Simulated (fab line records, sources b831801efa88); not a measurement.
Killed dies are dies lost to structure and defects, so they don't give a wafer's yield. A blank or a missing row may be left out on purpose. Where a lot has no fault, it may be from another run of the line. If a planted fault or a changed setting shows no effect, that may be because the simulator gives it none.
Which of the tools did it? -- flow gf180mcu -- 14 lots, 42 wafers sampled, at 5 steps of a route of 602

== WHAT EACH GAUGE READ, for each wafer ==
GF_HV_LDD_OVL_MEAS_47.
lot,measured,on,HV_LDD_03_OVL (nm)
L570,day 12 05:33,overlay-01,-1.6 -1.3 -3.5
L573,day 13 07:12,overlay-01,-6.4 -6.3 -4.8
L574,day 13 17:57,overlay-01,-2.4 -1.1 -2.7
L575,day 14 00:09,overlay-02,-5.5 -4.0 -5.8
L576,day 14 10:39,overlay-01,-3.9 -4.5 -3.3
L577,day 14 20:28,overlay-02,-1.2 -2.5 -2.9
L579,day 15 13:37,overlay-02,-0.6 -0.8 -0.1
L580,day 15 20:01,overlay-02,0.1 -1.6 -0.9
L582,day 16 09:01,overlay-01,-1.0 -4.4 -3.9
L584,day 17 04:59,overlay-01,-2.3 -1.8 -1.8
L586,day 18 02:41,overlay-02,-4.1 -3.6 -2.4
L588,day 18 11:09,overlay-02,0.4 -1.8 -2.2
L592,day 19 20:09,overlay-02,0.4 -0.4 -0.1
L593,day 20 02:36,overlay-01,0.5 0.1 -0.9

GF_NSD_CD_MEAS_07: target cd 400 nm.
lot,measured,on,cd nm (nm)
L570,day 13 05:29,cd sem-01,398.3 398.0 397.1
L573,day 14 06:03,cd sem-02,400.9 398.3 402.5
L574,day 14 17:50,cd sem-02,399.6 398.1 395.7
L575,day 14 23:55,cd sem-02,396.2 395.9 398.3
L576,day 15 11:11,cd sem-02,399.3 400.9 398.2
L577,day 15 23:25,cd sem-02,402.0 398.5 400.5
L579,day 16 15:50,cd sem-01,400.8 400.0 400.6
L580,day 16 23:26,cd sem-01,398.8 400.6 397.6
L582,day 17 11:48,cd sem-01,399.0 400.1 398.8
L584,day 18 07:49,cd sem-02,395.6 397.1 398.5
L586,day 19 05:50,cd sem-01,396.9 399.5 399.7
L588,day 19 14:53,cd sem-01,399.6 401.8 400.6
L592,day 20 23:08,cd sem-02,402.3 403.7 403.9
L593,day 21 05:10,cd sem-01,395.7 394.6 394.8

GF_PSD_OVL_MEAS_08.
lot,measured,on,PSD_OVL (nm)
L570,day 14 02:05,overlay-01,-0.5 0.1 -0.9
L573,day 15 03:48,overlay-01,0.0 1.2 0.5
L574,day 15 16:02,overlay-01,-2.0 -0.2 -1.5
L575,day 15 22:54,overlay-01,2.6 2.1 2.1
L576,day 16 10:09,overlay-01,-2.3 -0.3 -0.7
L577,day 16 22:15,overlay-02,0.9 1.9 0.8
L579,day 17 14:48,overlay-02,-0.3 -0.9 0.3
L580,day 17 23:30,overlay-01,-1.2 -0.9 -0.9
L582,day 18 11:27,overlay-01,1.3 1.2 1.0
L584,day 19 08:05,overlay-02,-0.3 -3.1 -2.0
L586,day 20 06:37,overlay-01,-0.8 -1.6 -1.0
L588,day 20 15:21,overlay-02,0.8 0.3 0.3
L592,day 21 23:06,overlay-02,-1.3 -0.9 -1.8
L593,day 22 05:38,overlay-02,2.0 2.2 1.8

GF_PSD_RS_MEAS_14: a four-point-probe measurement.
lot,measured,on,NSD_RS (ohm/sq)
L570,day 14 02:34,film metro-01,46.55 46.58 46.62
L573,day 15 04:35,film metro-01,46.61 46.57 46.47
L574,day 15 16:31,film metro-01,46.71 46.49 46.66
L575,day 15 23:23,film metro-01,46.56 46.45 46.51
L576,day 16 10:38,film metro-01,46.66 46.58 46.52
L577,day 16 22:46,film metro-04,46.73 46.64 46.68
L579,day 17 15:18,film metro-02,46.68 46.73 46.71
L580,day 18 00:00,film metro-02,46.74 46.77 46.77
L582,day 18 11:56,film metro-02,46.63 46.64 46.55
L584,day 19 08:34,film metro-04,47.48 47.44 47.41
L586,day 20 07:08,film metro-01,47.38 47.40 47.53
L588,day 20 15:49,film metro-04,46.67 46.62 46.58
L592,day 21 23:35,film metro-04,46.45 46.55 46.53
L593,day 22 06:07,film metro-01,46.75 46.46 46.64

== WHAT TOOL EACH LOT RAN ON (gives the tool, then ch and the chambers of the sampled wafers, and finally the start) ==
lot,GF_NSD_IMPLANT_10
L570,"implanter-03 ch 0, day 13 05:47"
L573,"implanter-03 ch 0, day 14 06:21"
L574,"implanter-04 ch 0, day 14 18:08"
L575,"implanter-04 ch 0, day 15 00:14"
L576,"implanter-03 ch 0, day 15 11:29"
L577,"implanter-04 ch 0, day 15 23:44"
L579,"implanter-04 ch 0, day 16 16:09"
L580,"implanter-02 ch 0, day 16 23:45"
L582,"implanter-03 ch 0, day 17 12:06"
L584,"implanter-02 ch 0, day 18 08:07"
L586,"implanter-02 ch 0, day 19 06:10"
L588,"implanter-04 ch 0, day 19 15:12"
L592,"implanter-03 ch 0, day 20 23:27"
L593,"implanter-04 ch 0, day 21 05:28"
- GF_NSD_IMPLANT_10

== AS READ BY THE TOOLS THEMSELVES (means over the sampled wafers that have a number; for cases with no such wafer, the mark the record gives instead) ==
GF_NSD_IMPLANT_10.
lot,tool,beam energy keV,beam on s (s),dose ions cm2,faraday current uA
L570,implanter-03,40.014,9.81,5.005e+14,2839
L573,implanter-03,40.013,9.99,5.001e+14,2788
L574,implanter-04,39.986,10.00,5.001e+14,2790
L575,implanter-04,40.018,9.95,5.000e+14,2803
L576,implanter-03,39.986,10.26,5.001e+14,2717
L577,implanter-04,40.008,9.93,4.999e+14,2801
L579,implanter-04,39.998,10.16,5.004e+14,2746
L580,implanter-02,40.001,9.93,4.994e+14,2796
L582,implanter-03,39.991,9.99,5.003e+14,2787
L584,implanter-02,40.001,8.56,5.001e+14,3256
L586,implanter-02,39.997,8.49,5.001e+14,3281
L588,implanter-04,40.022,10.10,5.011e+14,2762
L592,implanter-03,39.991,10.12,5.000e+14,2757
L593,implanter-04,39.996,10.12,5.004e+14,2753

== THE ANSWER, worked out from the rows above alone ==
Rule: what is usual is taken from the lots themselves. Put in order of their means at a reading, lots are off if they are a third of the lots or fewer, leave a main group of 4 or more, and stand apart from it by a gap of 3 or more times the standard deviation of the main group's means; of several such gaps the widest counts. Not used: any main group whose means are identical at the precision the tables above print for the reading. A lot without any number at a reading at which 4 lots or more have one is off too. The other lots that the step has rows for count as sound. The gauges are gone through in route order, then the tools' own readings, and for those a lot's mean is taken as printed above. At the first step where some lot is off, the reading lying furthest off is the one used; lots without a number count as furthest.
Off: L584, L586, at GF_PSD_RS_MEAS_14 (NSD_RS). For the main group the mean is 46.61 ohm/sq and the standard deviation 0.072.
A tool fits if, at a process step before that reading, it ran every lot that is off, and no sound lot after the first of them. Not tried: the gauges at GF_PSD_RS_MEAS_14; whatever is off there is also off at GF_NSD_IMPLANT_10, on other tools, and gauge error can't account for it. One candidate fits, namely implanter-02 at GF_NSD_IMPLANT_10. A fault onset in the window from L580 (day 16 23:45, its last sound lot) to L584 (day 18 08:07, its first lot off) fits.
The tool's own readings at GF_NSD_IMPLANT_10 bear it out: on the lots that are off they differ by more than 5 times the standard deviation of the sound lots' means. beam on s reads 8.53 s there against 10.03 s on the sound lots; faraday current uA reads 3268 there against 2778 on the sound lots.

== WHAT HAD BEEN PUT IN BY THE SIMULATOR ==
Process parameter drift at GF_NSD_IMPLANT_10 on implanter-02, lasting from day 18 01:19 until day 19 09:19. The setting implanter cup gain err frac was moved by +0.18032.
Struck lots among those shown: L584, L586. The rule above found the same.
